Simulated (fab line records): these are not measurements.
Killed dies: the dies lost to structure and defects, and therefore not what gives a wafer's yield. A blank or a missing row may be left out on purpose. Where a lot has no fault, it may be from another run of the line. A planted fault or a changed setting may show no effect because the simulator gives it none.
Which of the tools did it?    flow sky130    Sampling: 6 lots, 18 wafers, 2 of 708 route steps

== WHAT THE GAUGES READ, wafer by wafer ==
SKY_VIA2_THK_MEAS_01.
lot   measured      on             VIA2_HDPCVD_THK (nm)
L637  day 35 15:25  film_metro-01  1231 1213 1205
L640  day 36 13:48  film_metro-01  1222 1226 1203
L642  day 37 03:52  film_metro-01  1216 1196 1198
L646  day 38 12:26  film_metro-04  1203 1201 1215
L649  day 39 04:20  film_metro-01  1222 1239 1231
L658  day 41 20:01  film_metro-04  1224 1222 1218

== WHICH TOOL RAN EACH LOT (tool, then ch and the chambers of the sampled wafers, then the start) ==
lot   SKY_METAL2_SPUTTER_04
L637  pvd_sputter-03, day 34 11:46
L640  pvd_sputter-01, day 35 10:30
L642  pvd_sputter-03, day 36 00:38
L646  pvd_sputter-03, day 37 09:05
L649  pvd_sputter-03, day 38 01:43
L658  pvd_sputter-04, day 40 17:46
- SKY_METAL2_SPUTTER_04: material TiN, target thk 70 nm, time 58.3 s.

== THE ANSWER, worked out from the rows above alone ==
Rule: the usual values come from the lots themselves. The widest of any qualifying gaps counts: lots, ordered by their means at a reading, are off when they make up no more than a third of the lots, leave a main group of 4 or more, and stand apart from it by 3 or more times the standard deviation of that group's means. A main group whose means are all the same, to the digits that the tables above print for the reading, isn't used. A lot without any number at a reading at which 4 lots or more have one is off too. Where the step has rows for the other lots, those lots are counted as sound.
No lot is off on any of the readings shown, so nothing can be concluded from this.

== WHAT HAD BEEN PUT IN BY THE SIMULATOR ==
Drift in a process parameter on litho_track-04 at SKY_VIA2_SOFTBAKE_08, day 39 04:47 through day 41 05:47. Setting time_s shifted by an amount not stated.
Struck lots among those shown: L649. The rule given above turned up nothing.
